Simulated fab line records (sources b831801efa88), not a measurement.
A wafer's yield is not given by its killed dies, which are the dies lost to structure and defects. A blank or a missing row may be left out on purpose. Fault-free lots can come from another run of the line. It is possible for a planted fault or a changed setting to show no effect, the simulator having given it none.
Comparing a struck lot with a sound one :: flow sky130 :: 15 out of 708 route steps
Sound: the wafers L338.2, L338.5, L338.6. The struck wafers were L337.1, L337.4, L337.6. The cause comes at the end.
At each step with rows: each side's tool, then ch and its chambers, then its first start. Under that, the readings that differ: sound wafers :: struck wafers :: difference of the means :: sigmas: that difference in standard deviations of wafers without a fault.
alike: same words and numbers on both sides, and readings whose means sit less than 2 such deviations apart. not compared: any withheld reading, any reading some wafer has no value for, any bound like >300 that may hide the same value, and any number with overlapping values for which the record gives no deviation.
A row with sigmas, a row that says differs or no value, or rows on one side alone: a step with any of these is where the two part. Numbers that have no deviation but don't overlap get no sigmas and don't part them. Lack of a reading on every wafer of one side parts them only where that side has two or more wafers.

first, 1 step without rows for these wafers: SKY_LDD_P_DEVELOP_06 (develop time 59.08 s).
SKY_LDD_P_CD_MEAS_07: the cd target is 380 nm.
  sound: cd-sem-02 at day 24 23:32; struck: cd-sem-02 at day 24 12:37
  alike: cd-nm
SKY_LDD_P_OVL_MEAS_08:
  sound: overlay-01 at day 24 23:38; struck: overlay-01 at day 24 12:44
  alike: LDD_P_OVL
following that, these wafers have no rows for 1 step: SKY_LDD_P_IMPLANT_09.
SKY_LDD_P_STRIP_10: strips in O2/N2.
  sound on plasma-asher-04 ch 0,1, day 24 23:49; struck on plasma-asher-01 ch 0,1, day 24 12:55
  alike: drypump-motor-current-A, oes-product-au, strip-time-to-endpoint-s
  not compared: rf-hours-counter-h
SKY_LDD_P_TW_MEAS_11:
  sound: film-metro-04 at day 24 23:55; struck: film-metro-04 at day 24 13:01
  alike: LDD_P_TW
then, 6 steps without rows for these wafers: SKY_LDD_HVN_DEHYDRATE_00 (time 60 s); SKY_LDD_HVN_HMDS_01 (prime time 60 s); SKY_LDD_HVN_COAT_02 (resist thk 300 nm); SKY_LDD_HVN_SOFTBAKE_03 (time 60 s); SKY_LDD_HVN_EXPOSE_04 (exposes mask HVNTM, target cd 700 nm); SKY_LDD_HVN_PEB_05.
SKY_LDD_HVN_DEVELOP_06: develop time 60 s.
  sound on litho-track-01 ch 0, day 26 05:38; struck on litho-track-04 ch 0, day 25 18:25
reading: developer-temp-C (C)
sound: 23.07 23.15 23.13
struck: 22.12 22.03 22.00
difference: -1.07
sigmas: -11
SKY_LDD_HVN_OVL_MEAS_07:
  sound: overlay-02 at day 26 05:46; struck: overlay-02 at day 25 18:34
  alike: LDD_HVN_OVL
-- the record jumps here: 23 days lie between the struck wafers' starts before and after (it left off in module LDD_HVN and takes up again in module PAD_OPEN, whose first step shown is number 708 of the route) --
SKY_PAD_OPEN_PROBE_99:
  record: rows for the struck wafers here (prober-01, day 49 05:53), none for the sound ones

## WHERE THEY PART
Last at SKY_PAD_OPEN_PROBE_99 as far as this record goes, first at SKY_LDD_HVN_DEVELOP_06.

WHY: what the simulator had put in
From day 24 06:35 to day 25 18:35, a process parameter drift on litho-track-04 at SKY_LDD_HVN_DEVELOP_06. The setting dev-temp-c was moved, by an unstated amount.
